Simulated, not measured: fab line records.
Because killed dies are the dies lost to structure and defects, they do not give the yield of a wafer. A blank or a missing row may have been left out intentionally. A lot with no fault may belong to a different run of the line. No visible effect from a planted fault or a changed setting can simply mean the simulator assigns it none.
A lot that was struck, set against a sound lot :: flow gf180mcu :: 30 out of 602 route steps
Sound: wafers L758.3, L758.4, L758.5. The struck wafers were L759.3, L759.4, L759.6. The cause is named last.
At each step with rows: each side's tool, then ch and its chambers, then its first start. Under that, the readings that differ: sound wafers :: struck wafers :: difference of the means :: sigmas: that difference in standard deviations of wafers without a fault.
alike: words and numbers the same on both sides, and readings whose means are apart by under 2 such deviations; not compared: readings that were withheld, readings missing a value for some wafer, numbers with overlapping values and no deviation given by the record, and bounds like >300 which may hide the same value.
The two part at a step that has a row with sigmas, a row that says differs or no value, or rows on one side only. Numbers that don't overlap but have no deviation are shown without sigmas and don't part them. Lack of a reading on every wafer of one side parts them only where that side has two or more wafers.

GF_STI_BOW_MEAS_00:
  sound on film_metro-02 at day 3 02:02; struck on film_metro-04 at day 3 07:02
  alike: INCOMING_BOW
GF_STI_OXIDATION_01: stabilise 600 s, purge 300 s, target thk 10 nm.
  sound on furnace-02 ch 0, day 3 02:19; struck on furnace-01 ch 0, day 3 07:07
reading: zone_power_bottom_pct (%)
sound: 25.1 25.0 25.2
struck: 27.7 28.1 28.0
difference: +2.8
sigmas: +2

reading: model.SiO2_of_STI_OXIDATION_01.thk_nm (nm)
sound: 10.02 10.02 9.915
struck: 12.96 12.93 13.02
difference: +2.99
sigmas: 
  alike: spike_tc_centre_C
GF_STI_THK_MEAS_02:
  sound on film_metro-03 at day 3 03:44; struck on film_metro-02 at day 3 08:32
reading: STI_OXIDATION_THK (nm)
sound: 10.05 10.07 9.91
struck: 12.95 12.92 13.01
difference: +2.95
sigmas: +13
then, 1 step without rows for these wafers: GF_STI_CVD_03 (deposits Si3N4 from DCS/NH3, target thk 207.16 nm, time 3551 s).
GF_STI_THK_MEAS_04:
  sound on film_metro-02 at day 3 05:46; struck on film_metro-02 at day 3 10:35
  alike: STI_CVD_03_THK
then, 7 steps without rows for these wafers: GF_STI_DEHYDRATE_05 (time 60 s); GF_STI_HMDS_06 (prime time 60 s); GF_STI_COAT_07 (resist thk 700 nm); GF_STI_SOFTBAKE_08 (time 60 s); GF_STI_EXPOSE_09 (exposes mask COMP, target cd 220 nm); GF_STI_PEB_10 (peb time 90 s); GF_STI_DEVELOP_11 (develop time 60 s).
GF_STI_CD_MEAS_12 targets a cd of 220 nm.
  sound on cd_sem-01 at day 3 18:07; struck on cd_sem-01 at day 3 23:13
  alike: cd_nm
GF_STI_ETCH_13: etches the open film in CHF3/O2, stops on Si, target depth 282.31 nm, time 112.9 s.
  sound on rie_diel-03 ch 0,1,2, day 3 18:12; struck on rie_diel-03 ch 0,2,3, day 3 23:18
  alike: drypump_motor_current_A, oes_product_au, throttle_valve_pct
  not compared: rf_hours_counter_h
GF_STI_ETCH_14: etches Si in HBr/Cl2/O2, target depth 360 nm, time 102.9 s.
  sound on rie_si-01 ch 0,1,2, day 3 18:17; struck on rie_si-01 ch 0,1, day 3 23:23
  alike: drypump_motor_current_A, oes_product_au, throttle_valve_pct
  not compared: rf_hours_counter_h
GF_STI_STRIP_15: strips in O2/N2.
  sound on plasma_asher-01 ch 0,1, day 3 18:23; struck on plasma_asher-01 ch 0,1, day 3 23:29
  alike: drypump_motor_current_A, heater_power_w, n2_flow_sccm, oes_product_au, strip_time_to_endpoint_s
  not compared: rf_hours_counter_h
then, 6 steps without rows for these wafers: GF_STI_CLEAN_16 (cleans in dHF, time 25 s); GF_STI_WET_ETCH_17 (etches Si3N4 in H3PO4, target depth 45 nm, time 514 s); GF_STI_CLEAN_18 (cleans in SC1/SC2, time 150 s); GF_STI_CLEAN_19 (cleans in dHF, time 20 s); GF_STI_WET_ETCH_20 (etches SiO2 in dHF, target depth 20 nm, time 400 s); GF_STI_OXIDATION_21 (stabilise 600 s, purge 300 s, target thk 15 nm).
GF_STI_THK_MEAS_22:
  sound on film_metro-03 at day 4 00:57; struck on film_metro-04 at day 4 07:47
reading: STI_OXIDATION_01_THK (nm)
sound: 14.9 14.9 14.5
struck: 15.3 15.6 15.5
difference: +0.7
sigmas: +2
then, 1 step without rows for these wafers: GF_STI_CVD_23 (deposits SiO2, target thk 650 nm, time 108.3 s).
GF_STI_THK_MEAS_24:
  sound on film_metro-03 at day 4 01:05; struck on film_metro-03 at day 4 07:57
  alike: STI_CVD_23_THK
GF_STI_CMP_25: polishes, stops on Si3N4, t overpolish 33 s, target thk 524.6 nm.
  sound on cmp-01 ch 0,1,2, day 4 01:11; struck on cmp-01 ch 2,3, day 4 07:59
  alike: motor_current_A
then, 1 step without rows for these wafers: GF_STI_WET_ETCH_26 (etches SiO2 in dHF, target depth 94 nm, time 188 s).
GF_STI_WET_ETCH_27: etches Si3N4 in H3PO4, target depth 160 nm, time 1825 s.
  sound on wet_bench-03 ch 3, day 4 01:30; struck on wet_bench-01 ch 3, day 4 08:22
reading: model.SiO2_of_STI_OXIDATION_01.thk_nm (nm)
sound: 9.944 9.948 9.842
struck: 12.89 12.85 12.94
difference: +2.98
sigmas: 
then, 1 step without rows for these wafers: GF_STI_WET_ETCH_28 (etches SiO2 in dHF, target depth 20 nm, time 40 s).
GF_PASSIVATION_PROBE_99:
  sound wafers here have rows in the record (prober-02, day 31 13:07); struck ones have none

== WHERE THEY PART ==
Last at GF_PASSIVATION_PROBE_99 as far as this record goes, first at GF_STI_OXIDATION_01.

WHY: whatever the simulator had introduced
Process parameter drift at GF_STI_OXIDATION_01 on furnace-01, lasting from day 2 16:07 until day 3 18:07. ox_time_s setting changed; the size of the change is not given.
